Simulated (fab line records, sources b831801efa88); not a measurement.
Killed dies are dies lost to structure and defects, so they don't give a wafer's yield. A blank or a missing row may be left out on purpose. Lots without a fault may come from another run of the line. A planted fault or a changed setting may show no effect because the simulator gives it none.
fab line records | flow gf180mcu
record lots=5 wafers=15 last_day=33
route steps=602 shown V4@482 MIM@503
lots that met no fault: from a run of the same line without faults
start_h: hours from the record's first day to the start of the lot's first wafer shown | wait_h: hours since the lot's step before | " the same as in the row above | L1.1+2: a row that stands for several wafers | - no value, or no start given | * or withheld: withheld | < > ~ a bound
route shown NAME@n: a module of which the file shows steps, and the number in the route of the first | usual: mean/standard deviation of fault-free wafers | same: alike in all rows | chamber/n: place in a boat | sites: the reading at each site | _std_site: their standard deviation | _edge_site: outer sites' mean less inner sites' | radius_mm: how far each site lies from the wafer's centre | mask NAME#n: copy n | behind: the tool/chamber that last shaped the wafer | hold: why the lot was held/for how many hours/how that ended | device: the transistor (n, p or np) that didn't switch | end of line: the same wafers' tests at the end of the route | a step without rows: its recipe alone | killed: dies lost to structure and defects at the first sort, not the wafer's yield | map: a wafer's dies, x killed, . not, _ none there
set.NAME: the setting as run; set.NAME@STEP: as run at that earlier step | model.NAME: the simulator's own value behind a step, which no gauge read
lots at some steps of the route; a table a step, a row a wafer
services: from which hour (start_h, from the record's first day; less than 0 if before it) a tool's chamber was out of use, for how many hours, and why
## steps
# step GF_V4_DEHYDRATE_06
# recipe temp_c=200 time_s=60
# columns lot.wafer tool chamber start_h wait_h
L074.1+2+5 litho_track-02 0 547.80 10.9
L080.1+3+6 litho_track-04 0 599.67 10.1
L083.1+4+6 litho_track-03 0 623.16 9.6
L088.1+2+6 litho_track-02 0 662.29 9.3
L093.1+4+6 litho_track-03 0 692.71 8.6
# step GF_V4_HMDS_07
# recipe prime_time_s=60 prime_temp_c=120
# columns lot.wafer tool chamber start_h wait_h
L074.1+2+5 litho_track-02 0 547.95 0.1
L080.1+3+6 litho_track-04 0 599.82 0.1
L083.1+4+6 litho_track-03 0 623.31 0.1
L088.1+2+6 litho_track-02 0 662.44 0.1
L093.1+4+6 litho_track-03 0 692.86 0.1
# step GF_V4_COAT_08
# recipe resist=BARC temp_c=withheld time_s=withheld spin_rpm=withheld resist_thk_nm=withheld
# columns lot.wafer tool chamber start_h wait_h
L074.1+2+5 litho_track-02 0 548.10 0.1
L080.1+3+6 litho_track-04 0 599.97 0.1
L083.1+4+6 litho_track-03 0 623.46 0.1
L088.1+2+6 litho_track-02 0 662.59 0.1
L093.1+4+6 litho_track-03 0 693.01 0.1
# step GF_V4_COAT_09
# recipe resist=KrF spin_rpm=withheld resist_thk_nm=1000
# columns lot.wafer tool chamber start_h wait_h
L074.1+2+5 litho_track-02 0 - -
L080.1+3+6 litho_track-04 0 - -
L083.1+4+6 litho_track-03 0 - -
L088.1+2+6 litho_track-02 0 - -
L093.1+4+6 litho_track-03 0 - -
# step GF_V4_SOFTBAKE_10
# recipe temp_c=130 time_s=60 resist=KrF
# columns lot.wafer tool chamber start_h wait_h
L074.1+2+5 litho_track-02 0 - -
L080.1+3+6 litho_track-04 0 - -
L083.1+4+6 litho_track-03 0 - -
L088.1+2+6 litho_track-02 0 - -
L093.1+4+6 litho_track-03 0 - -
# step GF_V4_EXPOSE_11
# recipe mask_id=Via4 target_cd_nm=260 na=0.68 source_shape=conventional sigma_outer=0.6 dose_mj=38
# columns lot.wafer tool chamber start_h wait_h mask
L074.1+2+5 krf_scanner-01 0 - - Via4#0
L080.1+3+6 krf_scanner-02 0 - - Via4#0
L083.1+4+6 krf_scanner-02 0 - - Via4#0
L088.1+2+6 krf_scanner-02 0 - - Via4#0
L093.1+4+6 krf_scanner-02 0 - - Via4#0
# step GF_V4_PEB_12
# recipe peb_temp_c=135 peb_time_s=90 resist=KrF
# columns lot.wafer tool chamber start_h wait_h
L074.1+2+5 litho_track-04 0 - -
L080.1+3+6 litho_track-02 0 - -
L083.1+4+6 litho_track-03 0 - -
L088.1+2+6 litho_track-02 0 - -
L093.1+4+6 litho_track-02 0 - -
# step GF_V4_DEVELOP_13
# recipe develop_time_s=60 resist=KrF dev_temp_c=21
# columns lot.wafer tool chamber start_h wait_h
L074.1+2+5 litho_track-04 0 559.42 0.2
L080.1+3+6 litho_track-02 0 610.19 0.2
L083.1+4+6 litho_track-03 0 633.66 0.2
L088.1+2+6 litho_track-02 0 672.34 0.2
L093.1+4+6 litho_track-02 0 702.34 0.2
# step GF_V4_CD_MEAS_14
# recipe target_cd_nm=260
# usual cd_nm=260.0/1.1
# columns lot.wafer tool chamber start_h wait_h cd_nm
L074.1 cd_sem-01 - 559.57 0.1 260.9
L074.2 " - " " 260.3
L074.5 " - " " 260.8
L080.1 cd_sem-02 - 610.34 0.1 260.1
L080.3 " - " " 260.2
L080.6 " - " " 260.3
L083.1 cd_sem-01 - 633.81 0.1 260.6
L083.4 " - " " 262.0
L083.6 " - " " 261.6
L088.1 cd_sem-01 - 672.49 0.1 260.6
L088.2 " - " " 259.9
L088.6 " - " " 259.9
L093.1 cd_sem-01 - 702.49 0.1 260.4
L093.4 " - " " 262.1
L093.6 " - " " 260.9
# step GF_V4_OVL_MEAS_15
# usual V4_OVL=0/5.4
# columns lot.wafer tool chamber start_h wait_h V4_OVL[nm]
L074.1 overlay-01 - 559.69 0.1 -1
L074.2 " - " " 2
L074.5 " - " " 4
L080.1 overlay-02 - 610.46 0.1 -9
L080.3 " - " " -1
L080.6 " - " " 2
L083.1 overlay-02 - 633.93 0.1 5
L083.4 " - " " -1
L083.6 " - " " -2
L088.1 overlay-02 - 672.61 0.1 6
L088.2 " - " " 9
L088.6 " - " " 8
L093.1 overlay-02 - 702.61 0.1 10
L093.4 " - " " 11
L093.6 " - " " 8
# step GF_V4_ETCH_16
# recipe chemistry=N2/H2 target_depth_a=withheld overetch_a=withheld time_s=withheld target=BARC ion_energy_ev=200 source_w=500 bias_w=100 pressure_mtorr=30 n2_flow_sccm=100 h2_flow_sccm=200
# usual chamber_pressure_mTorr=29.998/0.025 drypump_motor_current_A=5.8/0.61 oes_product_au=0.855/0.0049 throttle_valve_pct=13.225/0.0091
# columns lot.wafer tool chamber start_h wait_h chamber_pressure_mTorr drypump_motor_current_A oes_product_au throttle_valve_pct
L074.1 rie_diel-01 3 559.72 0.0 30.000 5.8 0.852 13.238
L074.2 " 1 " " 30.033 6.5 0.856 13.241
L074.5 " 2 " " 29.952 6.1 0.862 13.224
L080.1 rie_diel-04 2 610.50 0.0 29.993 6.1 0.863 13.223
L080.3 " 1 " " 30.015 6.6 0.850 13.221
L080.6 " 2 " " 30.004 6.1 0.854 13.216
L083.1 rie_diel-02 3 633.97 0.0 30.017 5.4 0.853 13.237
L083.4 " 0 " " 29.974 6.3 0.857 13.205
L083.6 " 2 " " 29.982 5.0 0.850 13.216
L088.1 rie_diel-01 2 672.65 0.0 30.002 6.1 0.860 13.212
L088.2 " 1 " " 29.970 6.5 0.853 13.223
L088.6 " 2 " " 30.006 6.1 0.860 13.226
L093.1 rie_diel-04 2 702.65 0.0 29.973 6.1 0.861 13.219
L093.4 " 0 " " 29.959 5.0 0.852 13.231
L093.6 " 3 " " 29.977 6.5 0.855 13.234
# step GF_V4_ETCH_17
# recipe chemistry=C4F8/O2/Ar mask_material=KrF target=SiO2 stop_on=TiN source_w=1500 bias_w=1200 pressure_mtorr=40 c4f8_flow_sccm=withheld O2_flow_sccm=6 Ar_flow_sccm=300 time_s=withheld target_depth_a=6300
# usual chamber_pressure_mTorr=40.00/0.033 oes_product_au=0.856/0.0048
# columns lot.wafer tool chamber start_h wait_h chamber_pressure_mTorr oes_product_au
L074.1 rie_diel-01 3 - - 40.04 0.852
L074.2 " 1 " " 40.05 0.856
L074.5 " 2 " " 40.05 0.856
L080.1 rie_diel-04 2 - - 39.99 0.849
L080.3 " 1 " " 40.01 0.864
L080.6 " 2 " " 39.97 0.852
L083.1 rie_diel-02 3 - - 40.00 0.852
L083.4 " 0 " " 40.02 0.856
L083.6 " 2 " " 40.02 0.856
L088.1 rie_diel-01 2 - - 40.02 0.860
L088.2 " 1 " " 39.99 0.855
L088.6 " 2 " " 40.08 0.855
L093.1 rie_diel-04 2 - - 40.00 0.855
L093.4 " 0 " " 40.04 0.863
L093.6 " 3 " " 39.99 0.855
# step GF_V4_STRIP_18
# recipe chemistry=O2/N2 power_w=1400 pressure_mtorr=1500 platen_temp_c=250 o2_flow_sccm=3000 n2_flow_sccm=300 overash_fraction=0.5
# usual chamber_pressure_mTorr=1500.0/1.4 drypump_motor_current_A=5.99/0.26 heater_power_w=362/13 oes_product_au=0.594/0.0051
# columns lot.wafer tool chamber start_h wait_h chamber_pressure_mTorr drypump_motor_current_A heater_power_w oes_product_au rf_hours_counter_h
L074.1 plasma_asher-04 1 559.85 - 1498.7 5.60 360 0.592 49
L074.2 " 0 " " 1501.2 6.13 394 0.595 49
L074.5 " 1 " " 1501.7 5.60 362 0.591 -
L080.1 plasma_asher-04 1 610.63 - 1497.8 5.59 363 0.597 55
L080.3 " 0 " " 1501.6 6.12 381 0.597 -
L080.6 " 1 " " 1499.1 5.58 363 0.592 -
L083.1 plasma_asher-03 1 634.10 - 1501.7 6.29 361 0.590 78
L083.4 " 1 " " 1499.3 6.27 356 0.593 -
L083.6 " 0 " " 1499.3 5.74 350 0.601 -
L088.1 plasma_asher-03 0 672.78 - 1498.4 5.71 358 0.592 82
L088.2 " 1 " " 1500.4 6.27 349 0.589 82
L088.6 " 0 " " 1500.3 5.72 362 0.598 -
L093.1 plasma_asher-04 1 702.78 - 1497.8 5.59 362 0.586 65
L093.4 " 1 " " 1498.5 5.59 357 0.594 -
L093.6 " 1 " " 1499.7 5.59 365 0.604 -
# step GF_V4_STRIP_19
# recipe chemistry=post_etch_residue_remover time_s=1200 temp_c=72.5
# usual bath_heat_duty_pct=14.0/1.4
# columns lot.wafer tool chamber start_h wait_h bath_heat_duty_pct
L074.1 wet_bench-04 0 559.95 0.1 13.2
L074.2 " 0 " " 13.7
L074.5 " 0 " " 12.4
L080.1 wet_bench-02 1 610.73 0.1 14.7
L080.3 " 1 " " 13.2
L080.6 " 1 " " 13.9
L083.1 wet_bench-03 0 634.20 0.1 13.3
L083.4 " 0 " " 12.6
L083.6 " 0 " " 11.4
L088.1 wet_bench-02 0 672.88 0.1 14.3
L088.2 " 0 " " 13.4
L088.6 " 0 " " 15.0
L093.1 wet_bench-03 3 702.88 0.1 15.4
L093.4 " 3 " " 14.9
L093.6 " 3 " " 14.9
# step GF_V4_CLEAN_20
# recipe chemistry=DIW dry=n2_spin
# columns lot.wafer tool chamber start_h wait_h
L074.1+2+5 wet_bench-02 3 560.29 0.0
L080.1+3+6 wet_bench-04 0 611.07 0.0
L083.1+4+6 wet_bench-02 1 634.54 0.0
L088.1+2+6 wet_bench-03 1 673.22 0.0
L093.1+4+6 wet_bench-02 2 703.22 0.0
# step GF_V4_SPUTTER_21
# recipe material=Ti target_thk_nm=15 chamber_pressure_pa=5 power_w=2500 substrate_temp_c=200 time_s=80.02
# usual throttle_valve_pct=30.4/0.91
# columns lot.wafer tool chamber start_h wait_h throttle_valve_pct
L074.1 pvd_sputter-02 - 560.39 0.0 30.7
L074.2 " - " " 29.6
L074.5 " - " " 31.0
L080.1 pvd_sputter-04 - 611.18 0.0 31.7
L080.3 " - " " 29.5
L080.6 " - " " 31.8
L083.1 pvd_sputter-02 - 634.63 0.0 30.8
L083.4 " - " " 31.6
L083.6 " - " " 30.6
L088.1 pvd_sputter-03 - 673.31 0.0 30.3
L088.2 " - " " 29.1
L088.6 " - " " 31.5
L093.1 pvd_sputter-02 - 703.31 0.0 31.6
L093.4 " - " " 29.5
L093.6 " - " " 30.5
# step GF_V4_SPUTTER_22
# recipe material=TiN target_thk_nm=10 chamber_pressure_pa=5 power_w=4000 time_s=40
# usual throttle_valve_pct=30.3/0.91
# columns lot.wafer tool chamber start_h wait_h throttle_valve_pct
L074.1 pvd_sputter-02 - 560.45 0.0 30.5
L074.2 " - " " 29.8
L074.5 " - " " 30.6
L080.1 pvd_sputter-04 - 611.24 0.0 31.7
L080.3 " - " " 29.3
L080.6 " - " " 31.8
L083.1 pvd_sputter-02 - 634.69 0.0 30.8
L083.4 " - " " 31.2
L083.6 " - " " 30.7
L088.1 pvd_sputter-03 - 673.37 0.0 30.3
L088.2 " - " " 28.8
L088.6 " - " " 31.5
L093.1 pvd_sputter-02 - 703.37 0.0 31.5
L093.4 " - " " 29.4
L093.6 " - " " 30.7
# step GF_V4_CVD_23
# recipe material=W target_thk_nm=350 time_s=104.9 temp_c=400 pressure_torr=40
# usual heater_power_outer_w=507/34 heater_power_w=840/45
# columns lot.wafer tool chamber start_h wait_h heater_power_outer_w heater_power_w
L074.1 cvd_w-02 1 560.49 0.0 551 857
L074.2 " 0 " " 480 839
L074.5 " 0 " " 477 815
L080.1 cvd_w-01 0 611.28 0.0 477 777
L080.3 " 1 " " 528 898
L080.6 " 1 " " 538 882
L083.1 cvd_w-02 0 634.73 0.0 478 814
L083.4 " 1 " " 558 875
L083.6 " 1 " " 547 840
L088.1 cvd_w-01 0 673.41 0.0 482 775
L088.2 " 1 " " 535 881
L088.6 " 1 " " 540 896
L093.1 cvd_w-01 0 703.41 0.0 469 783
L093.4 " 1 " " 538 903
L093.6 " 0 " " 481 769
# step GF_V4_RS_MEAS_24
# recipe thk_meas_gauge=four-point-probe reads=W_of_V4_CVD_23+TiN_of_V4_SPUTTER_22+Ti_of_V4_SPUTTER_21
# usual V4_W_RS=0.326/0.0046
# columns lot.wafer tool chamber start_h wait_h V4_W_RS[ohm/sq]
L074.1 film_metro-01 - 560.60 0.1 0.327
L074.2 " - " " 0.336
L074.5 " - " " 0.334
L080.1 film_metro-01 - 611.39 0.1 0.322
L080.3 " - " " 0.319
L080.6 " - " " 0.324
L083.1 film_metro-01 - 634.84 0.1 0.331
L083.4 " - " " 0.324
L083.6 " - " " 0.327
L088.1 film_metro-04 - 673.52 0.1 0.322
L088.2 " - " " 0.322
L088.6 " - " " 0.322
L093.1 film_metro-01 - 703.52 0.1 0.323
L093.4 " - " " 0.322
L093.6 " - " " 0.324
# step GF_V4_THK_MEAS_25
# recipe thk_meas_gauge=xrf reads=W_of_V4_CVD_23
# usual V4_W_THK=344/5.7
# columns lot.wafer tool chamber start_h wait_h V4_W_THK[nm]
L074.1 film_metro-01 - 560.72 0.1 344
L074.2 " - " " 336
L074.5 " - " " 338
L080.1 film_metro-01 - 611.51 0.1 350
L080.3 " - " " 353
L080.6 " - " " 348
L083.1 film_metro-01 - 634.96 0.1 336
L083.4 " - " " 345
L083.6 " - " " 344
L088.1 film_metro-04 - 673.64 0.1 344
L088.2 " - " " 346
L088.6 " - " " 345
L093.1 film_metro-01 - 703.64 0.1 345
L093.4 " - " " 345
L093.6 " - " " 344
# step GF_V4_CMP_26
# recipe stop_on=SiO2 down_force_psi=3.5 platen_rpm=60 t_overpolish_s=15 target_thk_nm=0 pad_velocity_m_s=0.94248
# usual motor_current_A=11.4/0.85 overpolish_run_s=14.999/0.0089 time_to_endpoint_s=86/4.3
# columns lot.wafer tool chamber start_h wait_h motor_current_A overpolish_run_s time_to_endpoint_s
L074.1 cmp-02 0 560.78 0.1 10.8 14.990 86
L074.2 " 1 " " 9.7 15.008 78
L074.5 " 0 " " 11.5 14.985 88
L080.1 cmp-01 2 611.62 0.1 11.4 15.000 88
L080.3 " 0 " " 10.9 15.022 87
L080.6 " 2 " " 12.2 14.985 94
L083.1 cmp-02 2 635.02 0.1 10.8 15.019 79
L083.4 " 3 " " 10.6 15.014 91
L083.6 " 3 " " 10.4 15.000 87
L088.2 cmp-01 2 673.70 0.0 12.2 15.000 89
L088.1 " 0 " " 11.5 15.011 86
L088.6 " 3 " " 11.9 14.988 88
L093.4 cmp-01 0 703.70 0.0 11.9 14.992 84
L093.1 " 1 " " 11.7 15.002 86
L093.6 " 1 " " 12.0 14.985 86
# step GF_MIM_SPUTTER_00
# recipe material=Ti target_thk_nm=37.5 arriving_ion_energy_ev=80 substrate_temp_c=200 chamber_pressure_pa=2 power_w=4000 time_s=150
# usual throttle_valve_pct=30.4/0.74
# columns lot.wafer tool chamber start_h wait_h throttle_valve_pct
L074.1 pvd_sputter-01 - 561.08 0.2 30.3
L074.2 " - " " 30.1
L074.5 " - " " 31.3
L080.1 pvd_sputter-01 - 611.87 0.2 31.2
L080.3 " - " " 30.4
L080.6 " - " " 31.0
L083.1 pvd_sputter-01 - 635.32 0.2 30.5
L083.4 " - " " 30.1
L083.6 " - " " 31.3
L088.1 pvd_sputter-02 - 674.00 0.1 31.4
L088.2 " - " " 29.9
L088.6 " - " " 31.4
L093.1 pvd_sputter-04 - 704.00 0.2 31.8
L093.4 " - " " 29.4
L093.6 " - " " 30.3
# step GF_MIM_SPUTTER_01
# recipe material=TiN target_thk_nm=30 power_w=6500 time_s=25 chamber_pressure_pa=0.4
# usual throttle_valve_pct=30.4/0.73
# columns lot.wafer tool chamber start_h wait_h throttle_valve_pct
L074.1 pvd_sputter-01 - 561.18 0.1 30.1
L074.2 " - " " 30.2
L074.5 " - " " 31.5
L080.1 pvd_sputter-01 - 611.97 0.1 31.2
L080.3 " - " " 30.3
L080.6 " - " " 30.8
L083.1 pvd_sputter-01 - 635.42 0.1 30.3
L083.4 " - " " 30.3
L083.6 " - " " 31.2
L088.1 pvd_sputter-02 - 674.10 0.1 31.4
L088.2 " - " " 29.5
L088.6 " - " " 31.8
L093.1 pvd_sputter-04 - 704.10 0.1 31.6
L093.4 " - " " 29.3
L093.6 " - " " 30.1
# step GF_MIM_SPUTTER_02
# recipe material=AlCu target_thk_nm=450 power_w=10600 time_s=23.9 chamber_pressure_pa=0.4
# usual throttle_valve_pct=30.4/0.75
# columns lot.wafer tool chamber start_h wait_h throttle_valve_pct
L074.1 pvd_sputter-01 - 561.21 0.0 30.2
L074.2 " - " " 29.9
L074.5 " - " " 30.9
L080.1 pvd_sputter-01 - 612.00 0.0 31.0
L080.3 " - " " 30.1
L080.6 " - " " 31.3
L083.1 pvd_sputter-01 - 635.46 0.0 30.3
L083.4 " - " " 30.0
L083.6 " - " " 31.2
L088.1 pvd_sputter-02 - 674.14 0.0 31.6
L088.2 " - " " 29.3
L088.6 " - " " 31.2
L093.1 pvd_sputter-04 - 704.13 0.0 32.1
L093.4 " - " " 29.2
L093.6 " - " " 30.4
# step GF_MIM_SPUTTER_03
# recipe material=Ti target_thk_nm=10 substrate_temp_c=300 chamber_pressure_pa=0.3 power_w=3000 time_s=6.7
# usual throttle_valve_pct=30.4/0.75
# columns lot.wafer tool chamber start_h wait_h throttle_valve_pct
L074.1 pvd_sputter-01 - 561.24 0.0 30.1
L074.2 " - " " 29.9
L074.5 " - " " 31.0
L080.1 pvd_sputter-01 - 612.03 0.0 30.8
L080.3 " - " " 30.2
L080.6 " - " " 31.1
L083.1 pvd_sputter-01 - 635.48 0.0 30.2
L083.4 " - " " 29.8
L083.6 " - " " 31.2
L088.1 pvd_sputter-02 - 674.17 0.0 31.5
L088.2 " - " " 29.3
L088.6 " - " " 31.2
L093.1 pvd_sputter-04 - 704.16 0.0 31.9
L093.4 " - " " 29.3
L093.6 " - " " 30.2
# step GF_MIM_SPUTTER_04
# recipe material=TiN target_thk_nm=50 power_w=6500 time_s=41.7 chamber_pressure_pa=0.4
# usual throttle_valve_pct=30.4/0.72
# columns lot.wafer tool chamber start_h wait_h throttle_valve_pct
L074.1 pvd_sputter-01 - 561.26 0.0 30.3
L074.2 " - " " 30.1
L074.5 " - " " 31.2
L080.1 pvd_sputter-01 - 612.05 0.0 31.3
L080.3 " - " " 30.2
L080.6 " - " " 31.3
L083.1 pvd_sputter-01 - 635.51 0.0 30.2
L083.4 " - " " 30.1
L083.6 " - " " 31.1
L088.1 pvd_sputter-02 - 674.19 0.0 31.5
L088.2 " - " " 29.5
L088.6 " - " " 31.5
L093.1 pvd_sputter-04 - 704.19 0.0 32.0
L093.4 " - " " 29.4
L093.6 " - " " 30.3
# step GF_MIM_CVD_05
# recipe material=Si3N4 target_thk_nm=42 temp_max_c=400 temp_c=385 time_s=29.086 rf_w=450
# usual heater_power_outer_w=373/68 heater_power_w=647/96
# columns lot.wafer tool chamber start_h wait_h heater_power_outer_w heater_power_w
L074.1 pecvd-03 1 561.30 0.0 343 580
L074.2 " 0 " " 422 734
L074.5 " 1 " " 338 588
L080.1 pecvd-01 2 612.09 0.0 239 475
L080.3 " 1 " " 441 773
L080.6 " 0 " " 375 626
L083.1 pecvd-01 2 635.55 0.0 257 483
L083.4 " 1 " " 435 725
L083.6 " 0 " " 366 592
L088.1 pecvd-02 0 674.23 0.0 306 585
L088.2 " 1 " " 486 772
L088.6 " 0 " " 320 570
L093.1 pecvd-03 2 704.23 0.0 381 701
L093.4 " 0 " " 417 749
L093.6 " 1 " " 364 629
# step GF_MIM_THK_MEAS_06
# recipe reads=Si3N4_of_MIM_CVD_05
# usual MIM_CVD_05_THK=41.9/0.64
# columns lot.wafer tool chamber start_h wait_h MIM_CVD_05_THK[nm]
L074.1 film_metro-04 - 561.33 0.0 41.2
L074.2 " - " " 42.6
L074.5 " - " " 41.8
L080.1 film_metro-04 - 612.13 0.0 41.8
L080.3 " - " " 42.0
L080.6 " - " " 42.0
L083.1 film_metro-03 - 635.58 0.0 41.6
L083.4 " - " " 43.2
L083.6 " - " " 43.1
L088.1 film_metro-03 - 674.26 0.0 42.1
L088.2 " - " " 41.8
L088.6 " - " " 42.8
L093.1 film_metro-04 - 704.26 0.0 42.1
L093.4 " - " " 41.7
L093.6 " - " " 40.9
# step GF_MIM_SPUTTER_07
# recipe material=TiN target_thk_nm=60 power_w=6500 time_s=50 chamber_pressure_pa=0.4
# usual throttle_valve_pct=30.3/0.87
# columns lot.wafer tool chamber start_h wait_h throttle_valve_pct
L074.1 pvd_sputter-04 - 561.39 0.1 29.1
L074.2 " - " " 29.6
L074.5 " - " " 31.6
L080.1 pvd_sputter-04 - 612.19 0.1 31.9
L080.3 " - " " 29.2
L080.6 " - " " 30.4
L083.1 pvd_sputter-04 - 635.64 0.1 30.5
L083.4 " - " " 29.7
L083.6 " - " " 29.6
L088.1 pvd_sputter-04 - 674.32 0.1 29.7
L088.2 " - " " 31.6
L088.6 " - " " 30.1
L093.1 pvd_sputter-02 - 704.32 0.1 31.6
L093.4 " - " " 30.7
L093.6 " - " " 31.4
# step GF_MIM_SPUTTER_08
# recipe material=AlCu target_thk_nm=200 power_w=10600 time_s=10.6 chamber_pressure_pa=0.4
# usual throttle_valve_pct=30.3/0.85
# columns lot.wafer tool chamber start_h wait_h throttle_valve_pct
L074.1 pvd_sputter-04 - 561.44 0.0 29.1
L074.2 " - " " 29.4
L074.5 " - " " 31.6
L080.1 pvd_sputter-04 - 612.23 0.0 31.5
L080.3 " - " " 29.3
L080.6 " - " " 30.3
L083.1 pvd_sputter-04 - 635.68 0.0 30.3
L083.4 " - " " 29.4
L083.6 " - " " 29.2
L088.1 pvd_sputter-04 - 674.36 0.0 29.5
L088.2 " - " " 31.7
L088.6 " - " " 30.0
L093.1 pvd_sputter-02 - 704.36 0.0 31.6
L093.4 " - " " 30.6
L093.6 " - " " 31.3
# step GF_MIM_SPUTTER_09
# recipe material=TiN target_thk_nm=35 power_w=6500 time_s=29.2 chamber_pressure_pa=0.4
# usual throttle_valve_pct=30.3/0.87
# columns lot.wafer tool chamber start_h wait_h throttle_valve_pct
L074.1 pvd_sputter-04 - 561.46 0.0 29.2
L074.2 " - " " 29.2
L074.5 " - " " 31.7
L080.1 pvd_sputter-04 - 612.25 0.0 31.7
L080.3 " - " " 29.5
L080.6 " - " " 30.3
L083.1 pvd_sputter-04 - 635.70 0.0 30.1
L083.4 " - " " 29.6
L083.6 " - " " 29.2
L088.1 pvd_sputter-04 - 674.39 0.0 29.5
L088.2 " - " " 31.5
L088.6 " - " " 30.1
L093.1 pvd_sputter-02 - 704.38 0.0 31.5
L093.4 " - " " 30.6
L093.6 " - " " 31.3
# step GF_MIM_RS_MEAS_10
# recipe thk_meas_gauge=four-point-probe reads=TiN_of_MIM_SPUTTER_09+AlCu_of_MIM_SPUTTER_08+TiN_of_MIM_SPUTTER_07
# usual MIM_ALCU_RS=0.1599/0.0017
# columns lot.wafer tool chamber start_h wait_h MIM_ALCU_RS[ohm/sq]
L074.1 film_metro-01 - 561.49 0.0 0.1581
L074.2 " - " " 0.1595
L074.5 " - " " 0.1601
L080.1 film_metro-03 - 612.29 0.0 0.1614
L080.3 " - " " 0.1603
L080.6 " - " " 0.1603
L083.1 film_metro-04 - 635.74 0.0 0.1620
L083.4 " - " " 0.1586
L083.6 " - " " 0.1599
L088.1 film_metro-04 - 674.42 0.0 0.1585
L088.2 " - " " 0.1617
L088.6 " - " " 0.1609
L093.1 film_metro-01 - 704.42 0.0 0.1596
L093.4 " - " " 0.1612
L093.6 " - " " 0.1586
# step GF_MIM_THK_MEAS_11
# recipe thk_meas_gauge=xrf reads=AlCu_of_MIM_SPUTTER_08
# usual MIM_ALCU_THK=201.5/2.6
# columns lot.wafer tool chamber start_h wait_h MIM_ALCU_THK[nm]
L074.1 film_metro-01 - 561.61 0.1 204.9
L074.2 " - " " 202.6
L074.5 " - " " 201.9
L080.1 film_metro-03 - 612.41 0.1 202.1
L080.3 " - " " 202.8
L080.6 " - " " 203.0
L083.1 film_metro-04 - 635.86 0.1 195.7
L083.4 " - " " 199.3
L083.6 " - " " 198.1
L088.1 film_metro-04 - 674.54 0.1 201.6
L088.2 " - " " 198.1
L088.6 " - " " 198.4
L093.1 film_metro-01 - 704.54 0.1 201.7
L093.4 " - " " 200.9
L093.6 " - " " 203.4
# step GF_MIM_DEHYDRATE_12
# recipe temp_c=200 time_s=60
# columns lot.wafer tool chamber start_h wait_h
L074.1+2+5 litho_track-01 0 572.35 10.7
L080.1+3+6 litho_track-01 0 621.75 9.3
L083.1+4+6 litho_track-01 0 644.95 9.1
L088.1+2+6 litho_track-03 0 683.71 9.2
L093.1+4+6 litho_track-02 0 712.74 8.2
# step GF_MIM_HMDS_13
# recipe prime_time_s=60 prime_temp_c=120
# columns lot.wafer tool chamber start_h wait_h
L074.1+2+5 litho_track-01 0 572.50 0.1
L080.1+3+6 litho_track-01 0 621.90 0.1
L083.1+4+6 litho_track-01 0 645.10 0.1
L088.1+2+6 litho_track-03 0 683.86 0.1
L093.1+4+6 litho_track-02 0 712.89 0.1
# step GF_MIM_COAT_14
# recipe resist=NOVOLAK spin_rpm=3000 resist_thk_nm=1000
# columns lot.wafer tool chamber start_h wait_h
L074.1+2+5 litho_track-01 0 572.65 0.1
L080.1+3+6 litho_track-01 0 622.05 0.1
L083.1+4+6 litho_track-01 0 645.25 0.1
L088.1+2+6 litho_track-03 0 684.01 0.1
L093.1+4+6 litho_track-02 0 713.04 0.1
# step GF_MIM_SOFTBAKE_15
# recipe temp_c=90 time_s=60 resist=NOVOLAK
# columns lot.wafer tool chamber start_h wait_h
L074.1+2+5 litho_track-01 0 572.80 0.1
L080.1+3+6 litho_track-01 0 622.20 0.1
L083.1+4+6 litho_track-01 0 645.40 0.1
L088.1+2+6 litho_track-03 0 684.16 0.1
L093.1+4+6 litho_track-02 0 713.19 0.1
# step GF_MIM_EXPOSE_16
# recipe mask_id=FuseTop target_cd_nm=2000 na=0.6 source_shape=conventional sigma_outer=0.6 dose_mj=140
# columns lot.wafer tool chamber start_h wait_h mask
L074.1+2+5 iline_stepper-01 0 - - FuseTop#0
L080.1+3+6 iline_stepper-02 0 - - FuseTop#0
L083.1+4+6 iline_stepper-01 0 - - FuseTop#0
L088.1+2+6 iline_stepper-02 0 - - FuseTop#0
L093.1+4+6 iline_stepper-02 0 - - FuseTop#0
# step GF_MIM_PEB_17
# recipe temp_c=withheld time_s=* resist=NOVOLAK
# columns lot.wafer tool chamber start_h wait_h
L074.1+2+5 litho_track-02 0 - -
L080.1+3+6 litho_track-01 0 - -
L083.1+4+6 litho_track-02 0 - -
L088.1+2+6 litho_track-02 0 - -
L093.1+4+6 litho_track-02 0 - -
# step GF_MIM_DEVELOP_18
# recipe develop_time_s=60 dev_temp_c=23
# columns lot.wafer tool chamber start_h wait_h
L074.1+2+5 litho_track-02 0 582.84 0.1
L080.1+3+6 litho_track-01 0 632.05 0.1
L083.1+4+6 litho_track-02 0 655.04 0.1
L088.1+2+6 litho_track-02 0 692.89 0.1
L093.1+4+6 litho_track-02 0 722.29 0.1
## services
# columns tool chamber start_h hours kind
iline_stepper-01 - 525.90 1.7 pm
cmp-01 - 533.70 4.8 pm
rie_diel-02 - 540.01 2.8 pm
pvd_sputter-03 - 555.49 9.7 repair
pecvd-01 - 556.27 2.8 pm
cmp-01 - 558.65 1.7 repair
krf_scanner-02 - 558.72 1.3 pm
cmp-02 - 564.61 5.4 pm
pecvd-03 0 569.63 5.5 repair
cmp-02 - 572.00 4.0 pm
krf_scanner-02 - 584.56 1.0 pm
rie_diel-04 1 595.74 14.2 repair
cvd_w-01 1 595.90 1.7 repair
pvd_sputter-04 - 597.00 2.8 repair
rie_diel-04 0 617.96 2.9 repair
cvd_w-01 0 620.63 6.1 repair
rie_diel-01 1 628.18 10.9 repair
cvd_w-01 - 632.11 1.1 repair
krf_scanner-02 - 639.27 1.2 repair
iline_stepper-02 - 659.73 3.1 repair
krf_scanner-02 - 665.89 0.8 pm
rie_diel-04 1 680.60 7.0 repair
iline_stepper-02 - 710.61 1.7 pm
iline_stepper-02 - 719.34 8.9 pm
## key
fault none
